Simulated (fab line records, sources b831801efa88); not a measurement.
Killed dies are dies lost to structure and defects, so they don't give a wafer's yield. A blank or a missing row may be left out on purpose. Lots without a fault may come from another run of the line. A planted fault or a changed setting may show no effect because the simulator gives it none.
Problem report in the 8D (eight disciplines) form, filled by code | flow gf180mcu | the parts of the form that need people (team, actions taken, sign-off) are left out

1. THE PROBLEM
rf_fwd_power_W at GF_M5_ETCH_09 reads a mean of 659 W on 6 wafers of 2 lots; wafers without a fault read 784 W with a standard deviation of 4.2. That is -30 standard deviations from the usual mean.
The step: etches Si3N4 in CF4/O2, target depth 52 nm, time 11.6 s.
First seen on wafer L111.1, day 28 08:59, on rie_diel-04. The record holds 18 wafers of 6 lots with a number at this step. Rule for "out", or "out of limits": more than 4 standard deviations from the usual mean. The other wafers with a number count as sound.

2. WHAT IT IS AND WHAT IT IS NOT
question                    | is                             | is not
which readings at this step | rf_fwd_power_W, oes_product_au | drypump_motor_current_A
which lots                  | L111, L112                     | L121, L124, L125, L127
which wafers of those lots  | all that have a number         | -
read on which tools         | rie_diel-04                    | rie_diel-02, rie_diel-03
when                        | from day 28 08:59              | up to then (0 sound wafers); but 12 sound wafers of L121, L124, L125, L127 came after

3. SUSPECTS, AND WHAT RULES EACH OUT
Counting: a tool at a process step up to the reading stays a suspect if it ran every lot that is out and no sound lot after the first of them.
- rie_diel-04 at GF_M5_ETCH_09 (etches Si3N4 in CF4/O2, target depth 52 nm, time 11.6 s): ruled out as a lasting fault. Sound lots L127 ran on it after its first lot that is out, L111 (day 28 08:59).
Left after counting: nothing in the record.

4. THE CAUSE (what the simulator had put in)
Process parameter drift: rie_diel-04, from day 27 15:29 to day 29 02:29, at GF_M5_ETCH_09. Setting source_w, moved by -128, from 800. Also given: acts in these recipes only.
Counting ruled it out, wrongly.

5. THE CHAIN OF EFFECTS, in route order
Each row: a reading whose mean over the struck wafers that have a number lies more than 3 standard deviations from the usual. Only readings for which the record gives a usual standard deviation are gone through. hours: the time from each lot's start at the first step in this table that gives one to its start at this step, as a median over the lots. sigmas: the change in usual standard deviations.
hours | step          | reading        | usual      | on struck wafers | change | sigmas
0     | GF_M5_ETCH_09 | oes_product_au | 0.995 a.u. | 0.899            | -0.096 | -9.8
0     | GF_M5_ETCH_09 | rf_fwd_power_W | 784 W      | 659              | -125   | -30
The process steps in it:
- GF_M5_ETCH_09: etches Si3N4 in CF4/O2, target depth 52 nm, time 11.6 s.

6. WHAT WOULD HAVE CAUGHT IT SOONER
In this record the first reading out of limits was taken at day 28 08:59, 18 hours after the fault began at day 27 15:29.
